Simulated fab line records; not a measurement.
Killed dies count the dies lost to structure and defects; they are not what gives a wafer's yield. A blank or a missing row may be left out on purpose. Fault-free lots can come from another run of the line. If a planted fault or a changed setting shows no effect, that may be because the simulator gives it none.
fab line records | flow gf180mcu
[record] lots = 5 wafers = 23
route steps=602 shown M4@458 V4@480 MIM@504 M5@528 PASSIVATION@589
start_h: hours from the record's first day to the start of the lot's first wafer shown | wait_h: time in hours since the lot's previous step | " repeats the value in the row above | L1.1+2: a single row standing in for several wafers | - no value, or no start was given | * or withheld: withheld | < > ~ a bound
route shown NAME@n: NAME is a module with steps in the file, n the number in the route of the first one | usual: mean/standard deviation of fault-free wafers | same: alike in all rows | chamber/n: place in a boat | sites: per-site readings | _std_site: standard deviation across them | _edge_site: outer sites' mean less inner sites' | radius_mm: for every site, how far away it sits from the centre of the wafer | mask NAME#n: copy n | behind: the tool/chamber that last shaped the wafer | hold: the reason the lot was held/the length of the hold in hours/how it ended | device: which transistor (n, p or np) failed to switch | end of line: tests run on the same wafers once the route is complete | for a step that has no rows: nothing shown but its recipe | killed: dies that structure and defects cost at the first sort, which is not the same as the wafer's yield | map: the dies of a wafer, with x for killed, . for not killed, _ for no die there
set.NAME: the setting as run; set.NAME@STEP: as run at that earlier step | model.NAME: the simulator's own value behind a step, which no gauge read
lots whose settings were changed on purpose; a table a step, a row a wafer
[[steps]]
[step GF_M4_SPUTTER_02]
[recipe] material = AlCu target_thk_nm = 450 power_w = 10600 time_s = 23.9 chamber_pressure_pa = 0.4
// columns lot.wafer tool chamber start_h wait_h set.time_s model.AlCu_of_M4_SPUTTER_02.thk_nm
L075.1 pvd_sputter-03 - 530.60 0.0 23.9 448.9
L075.2 " - " " 23.9 447.5
L075.3 " - " " 23.9 450.5
L075.4+6 " - " " 20.64 390
L079.1 pvd_sputter-03 - 564.83 0.0 23.9 441.6
L079.2 " - " " 23.9 444.6
L079.3 " - " " 25.8 476.7
L079.4 " - " " 23.9 442.8
L079.5 " - " " 25.8 480.1
L078.2 pvd_sputter-01 - 567.35 0.0 23.9 447.2
L078.3 " - " " 23.9 452.1
L078.4 " - " " 23.9 455.3
L078.5 " - " " 23.9 452.2
L078.6 " - " " 23.9 449.1
L082.1 pvd_sputter-03 - 595.31 0.0 23.9 444.9
L082.2 " - " " 23.9 444.8
L082.3 " - " " 26.24 489.5
L082.4 " - " " 26.24 490.8
L082.6 " - " " 26.24 491.1
L085.2 pvd_sputter-01 - 615.50 0.0 23.9 449.7
L085.3 " - " " 23.9 455.4
L085.4 " - " " 23.9 449.4
[step GF_M4_SPUTTER_03]
[recipe] material = Ti target_thk_nm = 10 substrate_temp_c = 300 chamber_pressure_pa = 0.3 power_w = 3000 time_s = 6.7
[step GF_M4_SPUTTER_04]
[recipe] material = TiN target_thk_nm = 50 power_w = 6500 time_s = 41.7 chamber_pressure_pa = 0.4
[step GF_M4_RS_MEAS_05]
[recipe] thk_meas_gauge = four-point-probe reads = TiN_of_M4_SPUTTER_04+Ti_of_M4_SPUTTER_03+AlCu_of_M4_SPUTTER_02+TiN_of_M4_SPUTTER_01+Ti_of_M4_SPUTTER_00
[usual] M4_ALCU_RS = 0.0694/0.00071
// columns lot.wafer tool chamber start_h wait_h set.time_s@M4_SPUTTER_02 M4_ALCU_RS[ohm/sq]
L075.1 film_metro-03 - 530.69 0.0 23.9 0.0695
L075.2 " - " " 23.9 0.0697
L075.3 " - " " 23.9 0.0694
L075.4 " - " " 20.64 0.0803
L075.6 " - " " 20.64 0.0802
L079.1 film_metro-01 - 564.93 0.0 23.9 0.0708
L079.2 " - " " 23.9 0.0702
L079.3 " - " " 25.8 0.0654
L079.4 " - " " 23.9 0.0707
L079.5 " - " " 25.8 0.0651
L078.2 film_metro-03 - 567.46 0.0 23.9 0.0698
L078.3 " - " " 23.9 0.0690
L078.4 " - " " 23.9 0.0686
L078.5 " - " " 23.9 0.0692
L078.6 " - " " 23.9 0.0698
L082.1 film_metro-01 - 595.40 0.0 23.9 0.0702
L082.2 " - " " 23.9 0.0702
L082.3 " - " " 26.24 0.0637
L082.4 " - " " 26.24 0.0637
L082.6 " - " " 26.24 0.0636
L085.2 film_metro-01 - 615.61 0.0 23.9 0.0693
L085.3 " - " " 23.9 0.0686
L085.4 " - " " 23.9 0.0694
[step GF_M4_THK_MEAS_06]
[recipe] thk_meas_gauge = xrf reads = AlCu_of_M4_SPUTTER_02
[usual] M4_ALCU_THK = 455/5.8
// columns lot.wafer tool chamber start_h wait_h set.time_s@M4_SPUTTER_02 M4_ALCU_THK[nm]
L075.1 film_metro-03 - 530.81 0.1 23.9 457
L075.2 " - " " 23.9 452
L075.3 " - " " 23.9 456
L075.4 " - " " 20.64 396
L075.6 " - " " 20.64 396
L079.1 film_metro-01 - 565.05 0.1 23.9 442
L079.2 " - " " 23.9 446
L079.3 " - " " 25.8 478
L079.4 " - " " 23.9 445
L079.5 " - " " 25.8 482
L078.2 film_metro-03 - 567.57 0.1 23.9 449
L078.3 " - " " 23.9 453
L078.4 " - " " 23.9 460
L078.5 " - " " 23.9 456
L078.6 " - " " 23.9 451
L082.1 film_metro-01 - 595.52 0.1 23.9 449
L082.2 " - " " 23.9 447
L082.3 " - " " 26.24 495
L082.4 " - " " 26.24 494
L082.6 " - " " 26.24 498
L085.2 film_metro-01 - 615.72 0.1 23.9 452
L085.3 " - " " 23.9 461
L085.4 " - " " 23.9 452
[step GF_V4_CMP_04]
[recipe] material = SiO2 down_force_psi = 4 platen_rpm = 60 pad_velocity_m_s = 0.94248
// columns lot.wafer tool chamber start_h wait_h set.leave_above_ref_nm model.SiO2_of_V4_CVD_02.thk_nm
L075.2 cmp-02 1 554.24 0.0 632.5 633.6
L075.3 " 2 " " 632.5 634.3
L075.1 " 3 " " 632.5 631.8
L075.4 " 0 " " 632.5 632.6
L075.6 " 1 " " 632.5 632.1
L079.4 cmp-02 3 587.80 0.0 632.5 634.7
L079.3 " 0 " " 632.5 634
L079.1 " 1 " " 632.5 633.7
L079.2 " 2 " " 672.2 675
L079.5 " 3 " " 672.2 674
L078.3+4 cmp-02 0,2 590.04 0.0 632.5 633
L078.2 " 3 " " 632.5 631.1
L078.5+6 " 0,1 " " 632.5 632
L082.4 cmp-01 3 617.48 0.0 600.3 601.3
L082.1+6 " 0,3 " " 632.5 634.4
L082.3 " 1 " " 632.5 631.3
L082.2 " 2 " " 600.3 602.4
L085.3 cmp-02 1 636.83 0.0 632.5 634.2
L085.4 " 2 " " 632.5 633.6
L085.2 " 0 " " 632.5 632.3
[step GF_V4_PEB_12]
[recipe] peb_temp_c = 135 peb_time_s = 90 resist = KrF
// columns lot.wafer tool chamber start_h wait_h set.peb_temp_c
L075.1+2+4 litho_track-02 0 - - 138.9
L075.3+6 " 0 " " 135
L079.1+4 litho_track-03 0 - - 132.9
L079.2+3+5 " 0 " " 135
L078.2+3 litho_track-02 0 - - 132.2
L078.4+5+6 " 0 " " 135
L082.1+2+3 litho_track-04 0 - - 133.8
L082.4+6 " 0 " " 135
L085.2+3+4 litho_track-02 0 - - 135
[step GF_V4_DEVELOP_13]
[recipe] develop_time_s = 60 resist = KrF dev_temp_c = 21
[step GF_V4_CD_MEAS_14]
[recipe] target_cd_nm = 260
[usual] cd_nm = 259.8/1.1
// columns lot.wafer tool chamber start_h wait_h set.peb_temp_c@V4_PEB_12 cd_nm
L075.1 cd_sem-01 - 575.97 0.1 138.9 269.9
L075.2 " - " " 138.9 268.9
L075.3 " - " " 135 259.9
L075.4 " - " " 138.9 269.3
L075.6 " - " " 135 260.3
L079.1 cd_sem-02 - 608.46 0.1 132.9 252.8
L079.2 " - " " 135 258.0
L079.3 " - " " 135 257.8
L079.4 " - " " 132.9 251.9
L079.5 " - " " 135 258.1
L078.2 cd_sem-01 - 611.53 0.1 132.2 251.3
L078.3 " - " " 132.2 251.5
L078.4 " - " " 135 259.1
L078.5 " - " " 135 260.6
L078.6 " - " " 135 261.1
L082.1 cd_sem-02 - 638.51 0.1 133.8 258.5
L082.2 " - " " 133.8 258.9
L082.3 " - " " 133.8 257.2
L082.4 " - " " 135 261.3
L082.6 " - " " 135 260.8
L085.2 cd_sem-01 - 656.28 0.1 135 260.2
L085.3 " - " " 135 259.4
L085.4 " - " " 135 259.7
[step GF_V4_ETCH_16]
[recipe] chemistry = N2/H2 target_depth_a = withheld overetch_a = withheld time_s = withheld target = BARC ion_energy_ev = 200 source_w = 500 bias_w = 100 pressure_mtorr = 30 n2_flow_sccm = 100 h2_flow_sccm = 200
// columns lot.wafer tool chamber start_h wait_h set.source_w set.peb_temp_c@V4_PEB_12 model.V4.cd_nm
L075.1+4 rie_diel-02 1,0 576.12 0.0 526.8 138.9 269
L075.2 " 0 " " 500 138.9 268.5
L075.3 " 3 " " 526.8 135 260.8
L075.6 " 1 " " 500 135 258.9
L079.1 rie_diel-01 2 608.62 0.0 468.7 132.9 253.1
L079.2 " 3 " " 468.7 135 257.7
L079.3 " 0 " " 500 135 257.5
L079.4 " 0 " " 500 132.9 251.3
L079.5 " 3 " " 468.7 135 257.3
L078.2 rie_diel-01 2 611.67 0.0 476 132.2 252.4
L078.3 " 3 " " 500 132.2 251.4
L078.4 " 0 " " 476 135 258.9
L078.5 " 2 " " 500 135 261.2
L078.6 " 3 " " 476 135 260.6
L082.1 rie_diel-02 1 638.66 0.0 500 133.8 256.8
L082.2 " 0 " " 479.9 133.8 258
L082.3 " 3 " " 479.9 133.8 257.6
L082.4 " 2 " " 500 135 262.8
L082.6 " 3 " " 500 135 261.7
L085.2 rie_diel-01 1 656.42 0.0 500 135 259.2
L085.3 " 2 " " 500 135 260.6
L085.4 " 0 " " 500 135 259.1
[step GF_V4_ETCH_17]
[recipe] chemistry = C4F8/O2/Ar mask_material = KrF target = SiO2 stop_on = TiN source_w = 1500 bias_w = 1200 pressure_mtorr = 40 c4f8_flow_sccm = withheld O2_flow_sccm = 6 Ar_flow_sccm = 300 time_s = withheld target_depth_a = 6300
[usual] oes_product_au = 0.856/0.0043
// columns lot.wafer tool chamber start_h wait_h set.leave_above_ref_nm@V4_CMP_04 set.peb_temp_c@V4_PEB_12 oes_product_au model.V4.cd_nm model.V4.feature_depth_nm
L075.1 rie_diel-02 1 - - 632.5 138.9 0.858 268.8 631.8
L075.2 " 0 " " 632.5 138.9 0.859 268.2 633.6
L075.3 " 3 " " 632.5 135 0.853 261.9 634.3
L075.4 " 0 " " 632.5 138.9 0.863 268.6 632.6
L075.6 " 1 " " 632.5 135 0.863 259.2 632.1
L079.1 rie_diel-01 2 - - 632.5 132.9 0.856 252.9 633.7
L079.2 " 3 " " 672.2 135 0.890 257.5 675
L079.3 " 0 " " 632.5 135 0.851 258.9 634
L079.4 " 0 " " 632.5 132.9 0.855 252.1 634.7
L079.5 " 3 " " 672.2 135 0.882 257 674
L078.2 rie_diel-01 2 - - 632.5 132.2 0.851 252.2 631.1
L078.3 " 3 " " 632.5 132.2 0.854 251.3 633
L078.4 " 0 " " 632.5 135 0.852 259.9 633
L078.5 " 2 " " 632.5 135 0.862 261.1 632
L078.6 " 3 " " 632.5 135 0.858 260.6 632
L082.1 rie_diel-02 1 - - 632.5 133.8 0.852 257.2 634.4
L082.2 " 0 " " 600.3 133.8 0.835 257.1 602.4
L082.3 " 3 " " 632.5 133.8 0.855 258.5 631.3
L082.4 " 2 " " 600.3 135 0.830 262.7 601.3
L082.6 " 3 " " 632.5 135 0.861 262.1 634.4
L085.2 rie_diel-01 1 - - 632.5 135 0.850 258.6 632.3
L085.3 " 2 " " 632.5 135 0.850 260.2 634.2
L085.4 " 0 " " 632.5 135 0.861 259.9 633.6
[step GF_MIM_SPUTTER_01]
[recipe] material = TiN target_thk_nm = 30 power_w = 6500 time_s = 25 chamber_pressure_pa = 0.4
// columns lot.wafer tool chamber start_h wait_h set.time_s model.TiN_of_MIM_SPUTTER_01.thk_nm
L075.1 pvd_sputter-02 - 577.81 0.1 23.88 29.03
L075.2 " - " " 23.88 28.52
L075.3 " - " " 25 29.99
L075.4 " - " " 25 29.73
L075.6 " - " " 23.88 28.5
L079.1 pvd_sputter-03 - 610.10 0.1 25 29.87
L079.2 " - " " 25 29.8
L079.3 " - " " 22.26 26.47
L079.4 " - " " 22.26 26.83
L079.5 " - " " 22.26 26.37
L078.2 pvd_sputter-02 - 613.23 0.1 28.08 33.15
L078.3 " - " " 28.08 33.36
L078.4 " - " " 25 29.72
L078.5 " - " " 25 29.88
L078.6 " - " " 28.08 33.04
L082.1 pvd_sputter-03 - 640.16 0.1 27.84 32.78
L082.2 " - " " 27.84 32.92
L082.3 " - " " 25 29.57
L082.4 " - " " 25 29.45
L082.6 " - " " 27.84 33.1
L085.2 pvd_sputter-02 - 657.88 0.1 25 29.94
L085.3 " - " " 25 30.32
L085.4 " - " " 25 30.37
[step GF_MIM_SPUTTER_09]
[recipe] material = TiN target_thk_nm = 35 power_w = 6500 time_s = 29.2 chamber_pressure_pa = 0.4
// columns lot.wafer tool chamber start_h wait_h set.time_s model.TiN_of_MIM_SPUTTER_09.thk_nm
L075.1 pvd_sputter-01 - 578.09 0.0 30.76 36.71
L075.2 " - " " 29.2 35.24
L075.3 " - " " 29.2 34.91
L075.4 " - " " 29.2 34.51
L075.6 " - " " 30.76 37.02
L079.1 pvd_sputter-01 - 610.38 0.0 31.57 38.19
L079.2 " - " " 31.57 38.04
L079.3 " - " " 29.2 35.55
L079.4 " - " " 31.57 38.12
L079.5 " - " " 29.2 35.12
L078.2 pvd_sputter-01 - 613.51 0.0 29.2 34.77
L078.3 " - " " 29.2 34.81
L078.4 " - " " 29.2 34.83
L078.5 " - " " 26.13 31.32
L078.6 " - " " 26.13 31.36
L082.1 pvd_sputter-01 - 640.44 0.0 29.2 34.9
L082.2 " - " " 29.2 35.3
L082.3 " - " " 29.2 34.84
L082.4 " - " " 29.2 34.98
L082.6 " - " " 29.2 34.77
L085.2 pvd_sputter-03 - 658.16 0.0 29.2 35.13
L085.3 " - " " 29.2 35.11
L085.4 " - " " 29.2 34.93
[step GF_MIM_EXPOSE_16]
[recipe] mask_id = FuseTop target_cd_nm = 2000 na = 0.6 source_shape = conventional sigma_outer = 0.6 dose_mj = 140
// columns lot.wafer tool chamber start_h wait_h mask set.dose_mj
L075.1+3+6 iline_stepper-02 0 - - FuseTop#0 140
L075.2+4 " 0 " " FuseTop#0 134.2
L079.1+5 iline_stepper-02 0 - - FuseTop#0 140
L079.2+3+4 " 0 " " FuseTop#0 130.5
L078.2+3+5 iline_stepper-01 0 - - FuseTop#0 140
L078.4+6 " 0 " " FuseTop#0 135.1
L082.1+4 iline_stepper-01 0 - - FuseTop#0 140
L082.2+3+6 " 0 " " FuseTop#0 146.6
L085.2+3+4 iline_stepper-02 0 - - FuseTop#0 140
[step GF_MIM_PEB_17]
[recipe] temp_c = withheld time_s = * resist = NOVOLAK
[step GF_MIM_DEVELOP_18]
[recipe] develop_time_s = 60 dev_temp_c = 23
[step GF_MIM_METAL_ETCH_19]
[recipe] chemistry = Cl2/BCl3 mask_material = NOVOLAK stop_on = Si3N4 target_depth_nm = 324.5 pressure_mtorr = 8 icp_w = 800 bias_w = 140 Cl2_flow_sccm = 80 bcl3_flow_sccm = 40 time_s = 54.1
// columns lot.wafer tool chamber start_h wait_h set.dose_mj@MIM_EXPOSE_16 model.MIM.cd_nm
L075.1 rie_metal-01 0 598.36 0.1 140 1997
L075.2 " 1 " " 134.2 2004
L075.3 " 1 " " 140 1994
L075.4 " 0 " " 134.2 2011
L075.6 " 0 " " 140 1999
L079.1 rie_metal-04 0 630.21 0.1 140 1999
L079.2 " 1 " " 130.5 2020
L079.3 " 0 " " 130.5 2019
L079.4 " 1 " " 130.5 2021
L079.5 " 1 " " 140 2003
L078.2 rie_metal-01 1 633.66 0.1 140 1997
L078.3 " 1 " " 140 1998
L078.4 " 0 " " 135.1 2009
L078.5 " 0 " " 140 2001
L078.6 " 1 " " 135.1 2007
L082.1 rie_metal-01 1 659.51 0.1 140 2000
L082.2 " 0 " " 146.6 1994
L082.3+6 " 1 " " 146.6 1986
L082.4 " 0 " " 140 2008
L085.2 rie_metal-02 1 677.53 0.1 140 2004
L085.3 " 1 " " 140 2003
L085.4 " 0 " " 140 1999
[step GF_M5_COAT_02]
[recipe] resist = KrF spin_rpm = withheld resist_thk_nm = 1000
// columns lot.wafer tool chamber start_h wait_h set.resist_thk_nm model.KrF_of_M5_COAT_02.thk_nm
L075.1 litho_track-04 0 608.51 0.1 1000 1001
L075.2 " 0 " " 1000 1002
L075.3 " 0 " " 1058 1057
L075.4 " 0 " " 1058 1059
L075.6 " 0 " " 1058 1058
L079.1 litho_track-03 0 640.11 0.1 1041 1042
L079.2 " 0 " " 1000 997.7
L079.3+4 " 0 " " 1041 1041
L079.5 " 0 " " 1000 1001
L078.2 litho_track-04 0 643.63 0.1 962.2 957
L078.3 " 0 " " 1000 996.5
L078.4 " 0 " " 962.2 958.7
L078.5 " 0 " " 962.2 956.9
L078.6 " 0 " " 1000 1000
L082.1+3 litho_track-01 0 669.53 0.1 1027 1021
L082.2 " 0 " " 1000 992.5
L082.4 " 0 " " 1000 991.3
L082.6 " 0 " " 1027 1019
L085.2 litho_track-01 0 687.45 0.1 1000 996.9
L085.3 " 0 " " 1000 993.4
L085.4 " 0 " " 1000 995.4
[step GF_M5_ETCH_09]
[recipe] chemistry = CF4/O2 target = Si3N4 target_depth_nm = 52 source_w = 800 bias_w = 150 pressure_mtorr = 150 cf4_flow_sccm = 80 O2_flow_sccm = 10 time_s = 11.6
// columns lot.wafer tool chamber start_h wait_h set.time_s
L075.1+4 rie_diel-04 3,0 619.22 0.0 11.6
L075.2+3+6 " 1,2,0 " " 12.94
L079.1+2+3+4+5 rie_diel-02 0,2,1,3,3 649.73 0.0 11.6
L078.2+5 rie_diel-04 0,1 654.16 0.0 9.87
L078.3+4+6 " 3,2,2 " " 11.6
L082.1+2+4 rie_diel-03 1,0,2 678.63 0.0 12.92
L082.3+6 " 3,1 " " 11.6
L085.2+3+4 rie_diel-02 0,2,0 696.83 0.0 11.6
[step GF_M5_METAL_ETCH_10]
[recipe] chemistry = Cl2/BCl3 mask_material = KrF target_depth_nm = 627.5 stop_on = SiO2 pressure_mtorr = 8 icp_w = 800 bias_w = 140 Cl2_flow_sccm = 80 bcl3_flow_sccm = 40 time_s = 99.81
[step GF_M5_STRIP_11]
[recipe] chemistry = O2/N2 power_w = 1400 pressure_mtorr = 1500 platen_temp_c = 250 o2_flow_sccm = 3000 n2_flow_sccm = 300 overash_fraction = 0.5
[usual] oes_product_au = 0.549/0.005 strip_time_to_endpoint_s = 7.64/0.042
// columns lot.wafer tool chamber start_h wait_h set.resist_thk_nm@M5_COAT_02 oes_product_au strip_time_to_endpoint_s
L075.1 plasma_asher-02 1 619.35 0.1 1000 0.551 7.68
L075.2 " 0 " " 1000 0.545 7.65
L075.3 " 0 " " 1058 0.568 8.19
L075.4 " 1 " " 1058 0.572 8.25
L075.6 " 0 " " 1058 0.564 8.21
L079.1 plasma_asher-01 1 649.87 0.1 1041 0.580 8.10
L079.2 " 0 " " 1000 0.551 7.66
L079.3 " 0 " " 1041 0.566 8.07
L079.4 " 1 " " 1041 0.567 8.06
L079.5 " 1 " " 1000 0.549 7.70
L078.2 plasma_asher-02 1 654.30 0.1 962.2 0.533 7.29
L078.3 " 0 " " 1000 0.548 7.63
L078.4 " 1 " " 962.2 0.530 7.23
L078.5 " 1 " " 962.2 0.540 7.30
L078.6 " 0 " " 1000 0.551 7.60
L082.1 plasma_asher-02 0 678.77 0.1 1027 0.555 7.84
L082.2 " 1 " " 1000 0.548 7.55
L082.3 " 1 " " 1027 0.550 7.88
L082.4 " 0 " " 1000 0.545 7.52
L082.6 " 0 " " 1027 0.565 7.88
L085.2 plasma_asher-02 1 696.97 0.1 1000 0.549 7.65
L085.3 " 1 " " 1000 0.547 7.61
L085.4 " 0 " " 1000 0.546 7.59
[step GF_PASSIVATION_CVD_02]
[recipe] material = Si3N4 target_thk_nm = 700 time_s = 486.18 temp_c = 400 rf_w = 450
// columns lot.wafer tool chamber start_h wait_h set.rf_w model.Si3N4_of_PASSIVATION_CVD_02.thk_nm
L075.1 pecvd-04 2 662.36 0.1 450 690.7
L075.2 " 0 " " 479.9 690.6
L075.3 " 1 " " 450 688.6
L075.4 " 1 " " 479.9 712.7
L075.6 " 0 " " 479.9 710.4
L079.1 pecvd-01 2 692.75 0.1 396.3 667.1
L079.2 " 1 " " 396.3 672.7
L079.3 " 0 " " 450 709.1
L079.4 " 0 " " 450 717.7
L079.5 " 1 " " 450 704
L078.2 pecvd-01 1 696.45 0.0 403.8 665.6
L078.3 " 2 " " 450 686.4
L078.4 " 2 " " 403.8 664
L078.5 " 0 " " 450 704.9
L078.6 " 1 " " 403.8 673.4
L082.1 pecvd-01 2 721.27 0.1 450 688
L082.2 " 0 " " 450 698.9
L082.3 " 1 " " 450 696.7
L082.4 " 0 " " 479.4 715.6
L082.6 " 1 " " 479.4 712.5
L085.2 pecvd-03 0 736.13 0.0 450 699.2
L085.3 " 1 " " 450 692.5
L085.4 " 1 " " 450 701.2
[step GF_PASSIVATION_THK_MEAS_03]
[recipe] reads = Si3N4_of_PASSIVATION_CVD_02
[usual] PASSIVATION_CVD_02_THK = 696/8.6
// columns lot.wafer tool chamber start_h wait_h set.rf_w@PASSIVATION_CVD_02 PASSIVATION_CVD_02_THK[nm]
L075.1 film_metro-01 - 662.65 0.1 450 690
L075.2 " - " " 479.9 691
L075.3 " - " " 450 689
L075.4 " - " " 479.9 713
L075.6 " - " " 479.9 711
L079.1 film_metro-02 - 693.04 0.1 396.3 667
L079.2 " - " " 396.3 672
L079.3 " - " " 450 709
L079.4 " - " " 450 717
L079.5 " - " " 450 704
L078.2 film_metro-01 - 696.75 0.2 403.8 666
L078.3 " - " " 450 686
L078.4 " - " " 403.8 665
L078.5 " - " " 450 705
L078.6 " - " " 403.8 674
L082.1 film_metro-02 - 721.56 0.1 450 688
L082.2 " - " " 450 699
L082.3 " - " " 450 696
L082.4 " - " " 479.4 716
L082.6 " - " " 479.4 712
L085.2 film_metro-02 - 736.43 0.2 450 699
L085.3 " - " " 450 692
L085.4 " - " " 450 701
[[key]]
[split] step = GF_M4_SPUTTER_02 setting = time_s stated = 23.9 by = wafer
[response] step = GF_M4_SPUTTER_02 reading = model.AlCu_of_M4_SPUTTER_02.thk_nm change = +4.44 per = 1% r = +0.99
[response] step = GF_M4_RS_MEAS_05 reading = M4_ALCU_RS change = -0.000733 per = 1% r = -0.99
[response] step = GF_M4_THK_MEAS_06 reading = M4_ALCU_THK change = +4.49 per = 1% r = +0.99
[split] step = GF_V4_CMP_04 setting = leave_above_ref_nm stated = 632.5 by = wafer
[response] step = GF_V4_CMP_04 reading = model.SiO2_of_V4_CVD_02.thk_nm change = +6.34 per = 1% r = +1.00
[response] step = GF_V4_ETCH_17 reading = oes_product_au change = +0.00488 per = 1% r = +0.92
[response] step = GF_V4_ETCH_17 reading = model.V4.feature_depth_nm change = +6.34 per = 1% r = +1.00
[split] step = GF_V4_PEB_12 setting = peb_temp_c stated = 135 by = wafer
[response] step = GF_V4_CD_MEAS_14 reading = cd_nm change = +3.54 per = 1% r = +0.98
[response] step = GF_V4_ETCH_16 reading = model.V4.cd_nm change = +3.51 per = 1% r = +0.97
[response] step = GF_V4_ETCH_17 reading = model.V4.cd_nm change = +3.38 per = 1% r = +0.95
[split] step = GF_V4_ETCH_16 setting = source_w stated = 500 by = wafer
response none clear
[split] step = GF_MIM_SPUTTER_01 setting = time_s stated = 25 by = wafer
[response] step = GF_MIM_SPUTTER_01 reading = model.TiN_of_MIM_SPUTTER_01.thk_nm change = +0.289 per = 1% r = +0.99
[split] step = GF_MIM_SPUTTER_09 setting = time_s stated = 29.2 by = wafer
[response] step = GF_MIM_SPUTTER_09 reading = model.TiN_of_MIM_SPUTTER_09.thk_nm change = +0.339 per = 1% r = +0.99
[split] step = GF_MIM_EXPOSE_16 setting = dose_mj stated = 140 by = wafer
[response] step = GF_MIM_METAL_ETCH_19 reading = model.MIM.cd_nm change = -2.87 per = 1% r = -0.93
[split] step = GF_M5_COAT_02 setting = resist_thk_nm stated = 1000 by = wafer
[response] step = GF_M5_COAT_02 reading = model.KrF_of_M5_COAT_02.thk_nm change = +10.1 per = 1% r = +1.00
[response] step = GF_M5_STRIP_11 reading = oes_product_au change = +0.00394 per = 1% r = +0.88
[response] step = GF_M5_STRIP_11 reading = strip_time_to_endpoint_s change = * per = 1% r = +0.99
[split] step = GF_M5_ETCH_09 setting = time_s stated = 11.6 by = wafer
response none clear
[split] step = GF_PASSIVATION_CVD_02 setting = rf_w stated = 450 by = wafer
[response] step = GF_PASSIVATION_CVD_02 reading = model.Si3N4_of_PASSIVATION_CVD_02.thk_nm change = +2.97 per = 1% r = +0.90
[response] step = GF_PASSIVATION_THK_MEAS_03 reading = PASSIVATION_CVD_02_THK change = +2.97 per = 1% r = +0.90
